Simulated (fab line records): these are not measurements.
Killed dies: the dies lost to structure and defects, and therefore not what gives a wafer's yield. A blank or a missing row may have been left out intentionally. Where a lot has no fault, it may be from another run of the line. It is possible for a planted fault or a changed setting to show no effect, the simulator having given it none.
One fault through the eyes of 2 desks :: flow sky130 :: every desk sees just its own numbers, and what lay behind them comes last

== AT THE METROLOGY DESK ==
What the gauges read for every lot (on any tool): the sampled wafers with a number, averaged. If a lot's mean is further than 4 standard deviations from the usual mean, the lot is out of limits and carries the mark OUT (the distance appears in the brackets).
Columns: A = VIA1_OVL at SKY_VIA1_OVL_MEAS_13, usual -2 nm
lot: L800
first seen here: day 33 23:37
A: -4

lot: L801
first seen here: day 34 02:58
A: -1

lot: L802
first seen here: day 34 10:37
A: -13

lot: L803
first seen here: day 34 21:01
A: 3

lot: L804
first seen here: day 35 05:16
A: -2

lot: L806
first seen here: day 35 20:44
A: 0

lot: L808
first seen here: day 36 15:58
A: 0

lot: L817
first seen here: day 39 02:13
A: -5

lot: L818
first seen here: day 39 11:58
A: -3

lot: L819
first seen here: day 39 18:28
A: -2

lot: L820
first seen here: day 39 23:37
A: 1

lot: L821
first seen here: day 40 12:05
A: 10

lot: L822
first seen here: day 40 14:26
A: -3

lot: L823
first seen here: day 42 00:13
A: 2
Result from this desk: across the 14 lots, nothing is out of limits.

== THE TOOL OWNER'S DESK: rie-diel-02 ==
The tool's own readings at SKY_VIA1_ETCH_14 (etches BARC in N2/H2, stops on SiO2, time 45.9 s, target depth 60 nm): means of the sampled wafers that have a number, for each lot that ran on this tool. If a lot's mean is further than 4 standard deviations from the usual mean, the lot is out of limits and carries the mark OUT (the distance appears in the brackets).
Columns: A = drypump-motor-current-A at SKY_VIA1_ETCH_14, usual 5.8 A; B = n2-flow-sccm at SKY_VIA1_ETCH_14, usual 100.01 sccm; C = oes-product-au at SKY_VIA1_ETCH_14, usual 0.854 a.u.; D = run-length-s at SKY_VIA1_ETCH_14, usual 74.2 s; E = throttle-valve-pct at SKY_VIA1_ETCH_14, usual 13.224 %
lot: L802
first seen here: day 34 10:38
A: 5.9
B: 99.96
C: 0.849
D: 74.4
E: 13.231

lot: L803
first seen here: day 34 21:02
A: 5.7
B: 99.70
C: 0.852
D: 74.3
E: 13.229

lot: L804
first seen here: day 35 05:17
A: 5.9
B: 100.08
C: 0.858
D: 75.0
E: 13.222

lot: L806
first seen here: day 35 20:46
A: 5.8
B: 99.97
C: 0.922 (+15) OUT
D: 70.3 (-8.1) OUT
E: 13.217

lot: L808
first seen here: day 36 15:59
A: 6.2
B: 99.94
C: 0.916 (+14) OUT
D: 70.3 (-8.0) OUT
E: 13.232

lot: L818
first seen here: day 39 11:59
A: 6.2
B: 100.06
C: 0.854
D: 74.3
E: 13.219

lot: L819
first seen here: day 39 18:31
A: 6.0
B: 100.04
C: 0.855
D: 73.9
E: 13.225

lot: L820
first seen here: day 39 23:40
A: 5.9
B: 99.76
C: 0.850
D: 74.5
E: 13.225

lot: L821
first seen here: day 40 12:07
A: 6.0
B: 99.86
C: 0.852
D: 73.9
E: 13.230

lot: L823
first seen here: day 42 00:14
A: 6.0
B: 100.11
C: 0.860
D: 74.3
E: 13.220
Finding of this desk: L806, L808 out of limits; the first was L806 at day 35 20:46, on oes-product-au at SKY_VIA1_ETCH_14. In limits: L802, L803, L804, L818, L819, L820, L821, L823.

== TAKEN TOGETHER ==
On L806, L808, at day 35 20:46, an alarm was possible from the tool owner's desk.
Nothing out of limits was seen by the metrology desk.
The metrology desk has L806, L808 on record, within its limits.
Of the lots named, all ran SKY_VIA1_ETCH_14 on rie-diel-02.

== WHAT WAS PUT IN BY THE SIMULATOR ==
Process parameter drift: rie-diel-02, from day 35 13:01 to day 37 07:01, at SKY_VIA1_ETCH_14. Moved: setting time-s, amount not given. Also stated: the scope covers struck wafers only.
Struck lots among those shown: L806, L808.
Delay in hours, fault start to first out-of-limits reading, by desk: the tool owner's desk at 8.
